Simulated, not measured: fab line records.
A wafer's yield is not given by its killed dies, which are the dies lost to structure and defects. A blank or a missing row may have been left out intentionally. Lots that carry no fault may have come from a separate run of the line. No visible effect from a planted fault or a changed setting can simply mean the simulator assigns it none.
The tool behind it: which one? | flow sky130 | 12 lots, 36 wafers sampled, at 3 steps of a route of 708

WHAT THE GAUGES SHOWED, per wafer
SKY_FIELD_ISO_THK_MEAS_23. Usual: FIELD_ISO_OXIDATION_01_THK gives 10.10 nm (standard deviation 0.18).
lot  | measured    | on            | FIELD_ISO_OXIDATION_01_THK (nm) | flag
L128 | day 2 08:49 | film metro-04 | 9.91 9.93 9.84                  |
L131 | day 3 01:02 | film metro-03 | 10.12 10.05 9.92                |
L132 | day 3 05:04 | film metro-03 | 9.80 10.06 10.12                |
L133 | day 3 07:55 | film metro-03 | 9.96 9.91 9.96                  |
L134 | day 3 13:52 | film metro-01 | 9.88 9.95 9.87                  |
L135 | day 3 22:04 | film metro-04 | 10.17 10.00 10.26               |
L136 | day 4 00:49 | film metro-04 | 9.96 10.06 9.97                 |
L138 | day 4 11:04 | film metro-04 | 10.37 10.21 10.26               |
L141 | day 5 01:38 | film metro-01 | 10.45 10.46 10.33               |
L142 | day 5 07:34 | film metro-03 | 9.96 10.17 10.02                |
L144 | day 5 18:20 | film metro-01 | 9.74 9.91 9.99                  |
L145 | day 5 23:54 | film metro-03 | 10.48 10.46 10.26               |

TOOL THAT RAN EACH LOT (tool first, then ch and the chambers of the sampled wafers, then the start)
lot  | SKY_FIELD_ISO_ETCH_14             | SKY_FIELD_ISO_ETCH_15
L128 | rie diel-02 ch 0,1,3, day 2 07:06 | rie diel-02 ch 0,1,3, day 2 07:08
L131 | rie diel-02 ch 1,3, day 2 22:09   | rie diel-02 ch 1,3, day 2 22:11
L132 | rie diel-01 ch 0,2,3, day 3 01:29 | rie diel-01 ch 0,2,3, day 3 01:32
L133 | rie diel-01 ch 0,1,2, day 3 06:02 | rie diel-01 ch 0,1,2, day 3 06:05
L134 | rie diel-04 ch 0,1,2, day 3 11:06 | rie diel-04 ch 0,1,2, day 3 11:08
L135 | rie diel-01 ch 0,1,2, day 3 19:04 | rie diel-01 ch 0,1,2, day 3 19:07
L136 | rie diel-04 ch 1,2, day 3 21:59   | rie diel-04 ch 1,2, day 3 22:02
L138 | rie diel-02 ch 0,2, day 4 09:20   | rie diel-02 ch 0,2, day 4 09:23
L141 | rie diel-04 ch 0,2,3, day 4 23:54 | rie diel-04 ch 0,2,3, day 4 23:56
L142 | rie diel-01 ch 0,2,3, day 5 05:51 | rie diel-01 ch 0,2,3, day 5 05:53
L144 | rie diel-01 ch 1,2, day 5 15:53   | rie diel-01 ch 1,2, day 5 15:56
L145 | rie diel-04 ch 0,1,2, day 5 20:29 | rie diel-04 ch 0,1,2, day 5 20:32
- SKY_FIELD_ISO_ETCH_14: etches BARC in N2/H2, stops on SiO2, time 45.9 s, target depth 60 nm.
- SKY_FIELD_ISO_ETCH_15: etches the open film in CHF3/O2, stops on Si, target depth 180 nm, time 72 s.

AS READ BY THE TOOLS THEMSELVES (means over the sampled wafers that have a number; for cases with no such wafer, the mark the record gives instead)
SKY_FIELD_ISO_ETCH_14. Usual: drypump motor current A 5.7 A, standard deviation 0.41; oes product au 0.854 a.u., standard deviation 0.0048; throttle valve pct 13.225 %, standard deviation 0.0083.
lot  | tool        | drypump motor current A (A) | oes product au (a.u.) | throttle valve pct (%) | flag
L128 | rie diel-02 | 5.8                         | 0.855                 | 13.225                 |
L131 | rie diel-02 | 5.6                         | 0.852                 | 13.225                 |
L132 | rie diel-01 | 5.8                         | 0.852                 | 13.221                 |
L133 | rie diel-01 | 5.5                         | 0.849                 | 13.228                 |
L134 | rie diel-04 | 5.7                         | 0.852                 | 13.220                 |
L135 | rie diel-01 | 5.5                         | 0.860                 | 13.228                 |
L136 | rie diel-04 | 5.4                         | 0.860                 | 13.223                 |
L138 | rie diel-02 | 5.8                         | 0.859                 | 13.228                 |
L141 | rie diel-04 | 6.0                         | 0.854                 | 13.227                 |
L142 | rie diel-01 | 5.8                         | 0.853                 | 13.228                 |
L144 | rie diel-01 | 5.1                         | 0.857                 | 13.218                 |
L145 | rie diel-04 | 5.7                         | 0.853                 | 13.216                 |

SKY_FIELD_ISO_ETCH_15. Usual: drypump motor current A 5.7 A, standard deviation 0.41; oes product au 0.944 a.u., standard deviation 0.0064; throttle valve pct 8.843 %, standard deviation 0.0093.
lot  | tool        | drypump motor current A (A) | oes product au (a.u.) | throttle valve pct (%) | flag
L128 | rie diel-02 | 5.8                         | 0.947                 | 8.839                  |
L131 | rie diel-02 | 5.6                         | 0.945                 | 8.843                  |
L132 | rie diel-01 | 5.8                         | 0.947                 | 8.855                  |
L133 | rie diel-01 | 5.4                         | 0.944                 | 8.844                  |
L134 | rie diel-04 | 5.7                         | 0.948                 | 8.839                  |
L135 | rie diel-01 | 5.4                         | 0.943                 | 8.844                  |
L136 | rie diel-04 | 5.4                         | 0.950                 | 8.845                  |
L138 | rie diel-02 | 5.8                         | 0.943                 | 8.838                  |
L141 | rie diel-04 | 6.0                         | 0.942                 | 8.837                  |
L142 | rie diel-01 | 5.7                         | 0.942                 | 8.834                  |
L144 | rie diel-01 | 5.0                         | 0.937                 | 8.835                  |
L145 | rie diel-04 | 5.7                         | 0.945                 | 8.838                  |

THE ANSWER, worked out from the rows above alone
Rule: a lot is off if the mean of its wafers that have a number lies more than 3 standard deviations from the usual mean. A lot without any number at a reading at which 4 lots or more have one is off too. Any other lot the step has rows for is counted as sound. The gauges are gone through in route order, then the tools' own readings, and for those a lot's mean is taken as printed above. At the first step where some lot is off, the reading lying furthest off is the one used; lots without a number count as furthest.
No lot is off at any reading shown: from this, nothing can be told.

WHAT THE SIMULATOR HAD INSERTED
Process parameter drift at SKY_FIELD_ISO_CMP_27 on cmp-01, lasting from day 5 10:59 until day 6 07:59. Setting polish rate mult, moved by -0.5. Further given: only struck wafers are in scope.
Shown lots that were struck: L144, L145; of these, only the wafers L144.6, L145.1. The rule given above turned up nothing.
